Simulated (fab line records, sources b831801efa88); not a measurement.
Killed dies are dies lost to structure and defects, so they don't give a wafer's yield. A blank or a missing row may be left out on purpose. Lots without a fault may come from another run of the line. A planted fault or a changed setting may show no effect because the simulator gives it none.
Which tool did it? | flow gf180mcu | 12 lots, 36 wafers sampled, at 5 steps of a route of 602

WHAT THE GAUGES READ, wafer by wafer
GF_V3_THK_MEAS_03.
lot  | measured     | on            | V3_CVD_02_THK (nm)
L525 | day 21 10:13 | film_metro-02 | 828 860 850
L526 | day 21 20:00 | film_metro-01 | 843 851 858
L527 | day 22 06:29 | film_metro-01 | 857 844 861
L528 | day 22 09:55 | film_metro-01 | 834 838 854
L531 | day 23 16:07 | film_metro-01 | 834 841 841
L532 | day 23 18:57 | film_metro-01 | 840 838 853
L533 | day 24 14:16 | film_metro-01 | 834 850 853
L534 | day 24 17:10 | film_metro-01 | 844 862 858
L535 | day 25 01:36 | film_metro-02 | 838 836 855
L543 | day 27 13:16 | film_metro-04 | 864 842 855
L545 | day 28 00:36 | film_metro-02 | 834 850 853
L548 | day 28 21:02 | film_metro-01 | 818 843 840

GF_M4_OVL_MEAS_15.
lot  | measured     | on         | M4_OVL (nm)
L525 | day 23 11:17 | overlay-01 | -1 3 -11
L526 | day 23 20:40 | overlay-01 | -1 -9 1
L527 | day 24 06:17 | overlay-02 | 6 -2 1
L528 | day 24 09:37 | overlay-01 | -17 -11 -11
L531 | day 25 14:20 | overlay-02 | 2 -10 1
L532 | day 25 16:40 | overlay-02 | -8 -4 1
L533 | day 26 10:13 | overlay-02 | -5 3 10
L534 | day 26 14:17 | overlay-02 | 3 5 -4
L535 | day 26 21:07 | overlay-01 | -14 -19 -15
L543 | day 29 06:31 | overlay-02 | -11 5 -9
L545 | day 29 17:26 | overlay-01 | -15 -5 -6
L548 | day 30 12:11 | overlay-02 | -8 -3 -6

GF_V4_THK_MEAS_03.
lot  | measured     | on            | V4_CVD_02_THK (nm)
L525 | day 23 12:11 | film_metro-02 | 844 852 859
L526 | day 23 21:33 | film_metro-02 | 850 860 853
L527 | day 24 07:12 | film_metro-04 | 841 842 851
L528 | day 24 10:31 | film_metro-03 | 850 845 862
L531 | day 25 15:20 | film_metro-02 | 840 856 864
L532 | day 25 17:34 | film_metro-02 | 850 849 874
L533 | day 26 11:16 | film_metro-04 | 843 854 871
L534 | day 26 15:13 | film_metro-04 | 840 858 856
L535 | day 26 22:09 | film_metro-02 | 837 850 857
L543 | day 29 07:24 | film_metro-04 | 824 827 831
L545 | day 29 18:20 | film_metro-04 | 844 841 848
L548 | day 30 13:05 | film_metro-02 | 849 856 855

WHICH TOOL RAN EACH LOT (tool, then ch and the chambers of the sampled wafers, then the start)
lot  | GF_M4_METAL_ETCH_16               | GF_M4_STRIP_17
L525 | rie_metal-02 ch 0,1, day 23 11:21 | plasma_asher-03 ch 0,1, day 23 11:28
L526 | rie_metal-03 ch 1, day 23 20:43   | plasma_asher-03 ch 0,1, day 23 20:49
L527 | rie_metal-02 ch 0,1, day 24 06:19 | plasma_asher-03 ch 0,1, day 24 06:25
L528 | rie_metal-03 ch 0,1, day 24 09:40 | plasma_asher-02 ch 0,1, day 24 09:46
L531 | rie_metal-01 ch 0, day 25 14:24   | plasma_asher-04 ch 0,1, day 25 14:35
L532 | rie_metal-01 ch 0,1, day 25 16:43 | plasma_asher-04 ch 0,1, day 25 16:49
L533 | rie_metal-02 ch 0, day 26 10:16   | plasma_asher-02 ch 0,1, day 26 10:29
L534 | rie_metal-01 ch 0,1, day 26 14:21 | plasma_asher-02 ch 0,1, day 26 14:28
L535 | rie_metal-03 ch 0, day 26 21:10   | plasma_asher-04 ch 1, day 26 21:23
L543 | rie_metal-03 ch 0,1, day 29 06:34 | plasma_asher-03 ch 0,1, day 29 06:40
L545 | rie_metal-01 ch 0,1, day 29 17:28 | plasma_asher-02 ch 0,1, day 29 17:34
L548 | rie_metal-01 ch 0,1, day 30 12:13 | plasma_asher-03 ch 0,1, day 30 12:19
- GF_M4_METAL_ETCH_16: etches the open film in Cl2/BCl3, stops on SiO2, target depth 627.5 nm, time 104.6 s.
- GF_M4_STRIP_17: strips in O2/N2.

WHAT THE TOOLS THEMSELVES READ (means of the sampled wafers that have a number; where no wafer has one, the mark that the record gives instead)
GF_M4_METAL_ETCH_16.
lot  | tool         | drypump_motor_current_A (A) | oes_product_au (a.u.) | throttle_valve_pct (%)
L525 | rie_metal-02 | 5.1                         | 0.973                 | 28.246
L526 | rie_metal-03 | 6.0                         | 0.965                 | 28.256
L527 | rie_metal-02 | 5.3                         | 0.977                 | 28.250
L528 | rie_metal-03 | 5.9                         | 0.971                 | 28.256
L531 | rie_metal-01 | 6.4                         | 0.965                 | 28.258
L532 | rie_metal-01 | 6.4                         | 0.968                 | 28.245
L533 | rie_metal-02 | 5.4                         | 0.976                 | 28.251
L534 | rie_metal-01 | 6.4                         | 0.971                 | 28.238
L535 | rie_metal-03 | 5.7                         | 0.964                 | 28.244
L543 | rie_metal-03 | 5.9                         | 0.966                 | 28.259
L545 | rie_metal-01 | 6.4                         | 0.974                 | 28.244
L548 | rie_metal-01 | 6.4                         | 0.977                 | 28.251

GF_M4_STRIP_17.
lot  | tool            | drypump_motor_current_A (A) | heater_power_w (W) | n2_flow_sccm (sccm) | oes_product_au (a.u.) | strip_time_to_endpoint_s (s)
L525 | plasma_asher-03 | 5.9                         | 333                | 300.3               | 0.554                 | 7.89
L526 | plasma_asher-03 | 5.9                         | 326                | 299.2               | 0.559                 | 7.88
L527 | plasma_asher-03 | 5.9                         | 334                | 299.4               | 0.553                 | 7.83
L528 | plasma_asher-02 | 5.6                         | 319                | 299.0               | 0.556                 | 7.90
L531 | plasma_asher-04 | 5.3                         | 332                | 300.4               | 0.559                 | 7.90
L532 | plasma_asher-04 | 5.5                         | 334                | 300.4               | 0.555                 | 7.84
L533 | plasma_asher-02 | 5.7                         | 312                | 301.2               | 0.558                 | 7.88
L534 | plasma_asher-02 | 5.7                         | 321                | 300.4               | 0.557                 | 7.92
L535 | plasma_asher-04 | 5.6                         | 337                | 300.8               | 0.553                 | 7.87
L543 | plasma_asher-03 | 5.7                         | 333                | 299.5               | 0.538                 | 7.49
L545 | plasma_asher-02 | 5.6                         | 315                | 300.0               | 0.556                 | 7.85
L548 | plasma_asher-03 | 5.9                         | 330                | 300.7               | 0.554                 | 7.87

THE ANSWER, worked out from the rows above alone
Rule: what is usual is taken from the lots themselves. Put in order of their means at a reading, lots are off if they are a third of the lots or fewer, leave a main group of 4 or more, and stand apart from it by a gap of 3 or more times the standard deviation of the main group's means; of several such gaps the widest counts. A main group whose means are all the same, to the digits that the tables above print for the reading, isn't used. A lot without any number at a reading at which 4 lots or more have one is off too. The other lots that the step has rows for count as sound. The gauges are gone through in route order, then the tools' own readings, and for those a lot's mean is taken as printed above. The first step at which some lot is off is used, and at that step the reading that is off furthest; a lot without a number counts as furthest.
Off: L543, at GF_V4_THK_MEAS_03 (V4_CVD_02_THK). The main group: mean 852 nm, standard deviation 4.1.
A tool fits if, at a process step before that reading, it ran every lot that is off, and no sound lot after the first of them. The gauges at GF_V4_THK_MEAS_03 aren't tried: what is off there is off at GF_M4_STRIP_17 too, on other tools, and a gauge's error can't cause that. One fits: rie_metal-03 at GF_M4_METAL_ETCH_16. Its last sound lot is L535 (day 26 21:10), its first lot that is off L543 (day 29 06:34): a fault that began between those two fits.

WHAT THE SIMULATOR HAD PUT IN
Process parameter drift: rie_metal-03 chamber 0, from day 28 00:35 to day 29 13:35, at GF_M4_METAL_ETCH_16. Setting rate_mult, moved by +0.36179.
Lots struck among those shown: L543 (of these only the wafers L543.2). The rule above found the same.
